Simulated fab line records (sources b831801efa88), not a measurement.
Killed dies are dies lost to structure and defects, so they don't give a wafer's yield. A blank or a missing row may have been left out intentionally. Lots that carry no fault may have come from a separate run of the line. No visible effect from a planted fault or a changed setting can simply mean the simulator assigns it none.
One fault seen from 2 desks :: flow gf180mcu :: what lay behind the numbers comes last; until then each desk has only its own

== AT THE METROLOGY DESK ==
What the gauges read for every lot (on any tool): the sampled wafers with a number, averaged. The brackets show how far a lot's mean lies from the usual mean; more than 4 standard deviations puts the lot out of limits, marked OUT.
Columns: A = M2_ALCU_THK at GF_M2_THK_MEAS_06, usual 448 nm
lot: L533
first seen here: day 18 04:27
A: 450

lot: L534
first seen here: day 18 15:35
A: 450

lot: L536
first seen here: day 19 10:50
A: 452

lot: L539
first seen here: day 20 09:55
A: 444

lot: L543
first seen here: day 22 02:32
A: 468

lot: L544
first seen here: day 22 07:56
A: 430

lot: L545
first seen here: day 22 17:02
A: 451

lot: L551
first seen here: day 24 16:59
A: 447

lot: L552
first seen here: day 25 07:05
A: 446

lot: L553
first seen here: day 25 10:59
A: 442

lot: L554
first seen here: day 25 11:56
A: 449

lot: L556
first seen here: day 26 10:01
A: 453

lot: L550
first seen here: day 27 04:41
A: 458
This desk found nothing out of limits on any of the 13 lots.

== AT THE TOOL OWNER'S DESK: pvd-sputter-04 ==
At GF_M2_SPUTTER_04 (material TiN, target thk 50 nm, time 41.7 s) the tool's own readings: per lot run on this tool, the mean of the sampled wafers that have a number. The brackets show how far a lot's mean lies from the usual mean; more than 4 standard deviations puts the lot out of limits, marked OUT.
Columns: A = throttle-valve-pct at GF_M2_SPUTTER_04, usual 30.2 %
lot: L539
first seen here: day 20 09:46
A: 29.6

lot: L543
first seen here: day 22 02:23
A: 30.0

lot: L551
first seen here: day 24 16:49
A: 30.2

lot: L552
first seen here: day 25 06:55
A: 29.5

lot: L553
first seen here: day 25 10:49
A: 29.8

lot: L550
first seen here: day 27 04:32
A: 29.3
This desk found nothing out of limits on any of the 6 lots.

== PUT TOGETHER ==
At the metrology desk, nothing out of limits was observed.
Nothing out of limits was seen by the tool owner's desk.

== WHAT THE SIMULATOR PUT IN ==
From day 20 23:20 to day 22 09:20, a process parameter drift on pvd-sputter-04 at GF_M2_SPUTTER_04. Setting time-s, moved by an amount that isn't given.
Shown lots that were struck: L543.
